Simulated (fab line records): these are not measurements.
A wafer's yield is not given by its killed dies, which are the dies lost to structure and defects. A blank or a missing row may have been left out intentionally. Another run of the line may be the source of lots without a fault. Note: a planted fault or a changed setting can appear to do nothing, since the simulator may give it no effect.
Comparing a struck lot with a sound one    flow sky130    16 out of 708 route steps
Sound: wafers L422.1, L422.3, L422.4. Struck: wafers L414.3, L414.4, L414.5. The cause is given at the end.
Order at every step that has rows: each side's tool, ch and its chambers, its first start. Under that, the readings that differ: sound wafers    struck wafers    difference of the means    sigmas: that difference in standard deviations of wafers without a fault.
alike: readings with means less than 2 such deviations apart, plus words and numbers identical on both sides. not compared: withheld readings, readings lacking a value on some wafer, bounds such as >300 that could conceal the same value, and numbers that have no deviation in the record and whose values overlap.
Wherever a step has rows on one side only, a row that says differs or no value, or a row with sigmas, the two part there. When numbers do not overlap yet have no deviation, they are printed without sigmas and do not part them. Lack of a reading on every wafer of one side parts them only where that side has two or more wafers.

first, 1 step without rows for these wafers: SKY_VT_ADJUST_NCORE_IMPLANT_09.
SKY_VT_ADJUST_NCORE_STRIP_10: strips in O2/N2.
  sound on plasmaAsher-04 ch 0,1, day 13 19:24; struck on plasmaAsher-04 ch 0,1, day 11 12:21
  alike: drypumpMotorCurrentA, oesProductAu, stripTimeToEndpointS
  not compared: rfHoursCounterH
SKY_VT_ADJUST_NCORE_TW_MEAS_11:
  sound: filmMetro-04 at day 13 19:30; struck: filmMetro-01 at day 11 12:26
  alike: VT_ADJUST_NCORE_TW
then, 7 steps without rows for these wafers: SKY_VT_ADJUST_HVTR_DEHYDRATE_00 (time 60 s); SKY_VT_ADJUST_HVTR_HMDS_01 (prime time 60 s); SKY_VT_ADJUST_HVTR_COAT_02 (resist thk 1140 nm); SKY_VT_ADJUST_HVTR_SOFTBAKE_03 (time 60 s); SKY_VT_ADJUST_HVTR_EXPOSE_04 (exposes mask HVTRM, target cd 380 nm); SKY_VT_ADJUST_HVTR_PEB_05; SKY_VT_ADJUST_HVTR_DEVELOP_06 (develop time 60 s).
SKY_VT_ADJUST_HVTR_CD_MEAS_07 targets a cd of 380 nm.
  sound: cdSem-01 at day 14 21:32; struck: cdSem-02 at day 12 10:57
  alike: cdNm
SKY_VT_ADJUST_HVTR_OVL_MEAS_08:
  sound: overlay-01 at day 14 21:40; struck: overlay-01 at day 12 11:02
  alike: VT_ADJUST_HVTR_OVL
SKY_VT_ADJUST_HVTR_IMPLANT_09:
  sound on implanter-04 ch 0, day 14 21:42; struck on implanter-02 ch 0, day 12 11:07
reading           sound                             struck                         difference  sigmas
doseIonsCm2       2.1025e+12 2.0988e+12 2.1028e+12  8.994e+11 8.971e+11 8.944e+11  -1.204e+12  -99 or more
faradayCurrentUA  11.90 11.92 11.90                 5.05 4.92 5.17                 -6.86       -30
  alike: beamOnS
SKY_VT_ADJUST_HVTR_STRIP_10: strips in O2/N2.
  sound on plasmaAsher-03 ch 0,1, day 14 21:51; struck on plasmaAsher-02 ch 0,1, day 12 11:15
reading                   sound              struck             difference  sigmas
stripTimeToEndpointS (s)  14.16 14.13 14.16  14.24 14.26 14.25  +0.10       +3
  alike: drypumpMotorCurrentA, oesProductAu
  not compared: rfHoursCounterH
SKY_VT_ADJUST_HVTR_TW_MEAS_11:
  sound: filmMetro-01 at day 14 21:57; struck: filmMetro-01 at day 12 11:34
reading            sound              struck             difference  sigmas
VT_ADJUST_HVTR_TW  209.4 210.1 210.4  166.1 167.3 166.1  -43.5       -29
  not compared: hold
-- a jump in the record: the struck wafers' starts before and after are 36 days apart (it breaks off in module VT_ADJUST_HVTR and resumes in module PAD_OPEN, where the first step shown is number 708 of the route) --
SKY_PAD_OPEN_PROBE_99:
  sound: prober-02 at day 50 06:01; struck: prober-02 at day 48 11:22
reading                                sound                    struck                   difference  sigmas
model.etest.pfet_01v8_mvt.driveUaUm    148.6 149 153.4          124.2 123.7 124.5        -26.2       
model.etest.pfet_01v8_mvt.offLog10AUm  -10.9 -10.95 -10.66      -12.79 -12.67 -12.77     -1.91       
model.etest.pfet_01v8_mvt.vtSatV (V)   -0.5882 -0.5825 -0.5771  -0.7593 -0.7724 -0.7628  -0.1822     
model.etest.pfet_01v8_mvt.vtV (V)      -0.6719 -0.667 -0.6642   -0.8173 -0.8254 -0.8181  -0.1526     
model.etest.pfet_01v8_mvt.vtLongV (V)  -0.869 -0.8664 -0.8684   -1.012 -1.012 -1.008     -0.143      
  alike: killed_at_M0_to_M3, killed_at_M4_up, killedAtContacts, killedAtFrontEnd, killedAtOther, killedDies, killedOnRim, killedOpen, killedShort

== WHERE THEY PART ==
Last at SKY_VT_ADJUST_HVTR_TW_MEAS_11 as far as this record goes, first at SKY_VT_ADJUST_HVTR_IMPLANT_09. Later steps at which nothing parts them and some readings are alike: SKY_PAD_OPEN_PROBE_99.

WHY: whatever the simulator had introduced
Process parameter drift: implanter-02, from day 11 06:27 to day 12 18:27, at SKY_VT_ADJUST_HVTR_IMPLANT_09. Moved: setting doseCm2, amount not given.
